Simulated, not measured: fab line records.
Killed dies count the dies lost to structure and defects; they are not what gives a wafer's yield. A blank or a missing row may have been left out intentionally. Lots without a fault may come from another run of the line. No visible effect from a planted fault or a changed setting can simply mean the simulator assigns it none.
A single fault, viewed from 2 desks -- flow sky130 -- what lay behind the numbers comes last; until then each desk has only its own

## FROM THE METROLOGY DESK
What the gauges read, lot by lot, whatever tool the lot ran on: means of the sampled wafers that have a number. A lot is out of limits, marked OUT, if its mean lies more than 4 standard deviations from the usual mean; the brackets give that distance.
Columns: A = cd nm at SKY_FIELD_ISO_CD_MEAS_13, usual 149.5 nm; B = FIELD_ISO_OXIDATION_01_THK at SKY_FIELD_ISO_THK_MEAS_23, usual 10.00 nm; C = FIELD_ISO_CVD_24_THK at SKY_FIELD_ISO_THK_MEAS_25, usual 599 nm; D = NWELL_OXIDATION_THK at SKY_NWELL_THK_MEAS_02, usual 10.08 nm; E = DNWELL_TW at SKY_DNWELL_TW_MEAS_09, usual 1114
lot,first seen here,A,B,C,D,E
L727,day 2 04:56,149.2,10.59,591,10.10,1118
L731,day 3 03:37,150.3,10.15,602,10.17,1119
L733,day 3 13:44,148.1,10.07,597,10.03,1112
L739,day 4 20:31,148.2,10.06,591,10.01,1102
L747,day 6 13:11,148.1,10.01,601,10.07,1119
This desk's verdict: no lot among the 5 shows anything out of limits.

## DESK OF THE TOOL OWNER: rie si-01
The tool's own readings at SKY_FIELD_ISO_ETCH_17 (etches Si in HBr/Cl2/O2, target depth 342 nm, time 97.7 s): means of the sampled wafers that have a number, for each lot that ran on this tool. A lot is out of limits, marked OUT, if its mean lies more than 4 standard deviations from the usual mean; the brackets give that distance.
Columns: A = bias w at SKY_FIELD_ISO_ETCH_17, usual 150.1 W; B = drypump motor current A at SKY_FIELD_ISO_ETCH_17, usual 5.6 A; C = oes product au at SKY_FIELD_ISO_ETCH_17, usual 1.000 a.u.; D = throttle valve pct at SKY_FIELD_ISO_ETCH_17, usual 25.658 %
lot,first seen here,A,B,C,D
L731,day 3 03:53,149.8,5.7,0.996,25.672
L747,day 6 13:27,150.3,5.8,1.000,25.655
This desk's verdict: no lot among the 2 shows anything out of limits.

## ALL TOGETHER
Nothing out of limits was seen by the metrology desk.
Nothing out of limits was seen by the tool owner's desk.

## WHAT HAD BEEN PUT IN BY THE SIMULATOR
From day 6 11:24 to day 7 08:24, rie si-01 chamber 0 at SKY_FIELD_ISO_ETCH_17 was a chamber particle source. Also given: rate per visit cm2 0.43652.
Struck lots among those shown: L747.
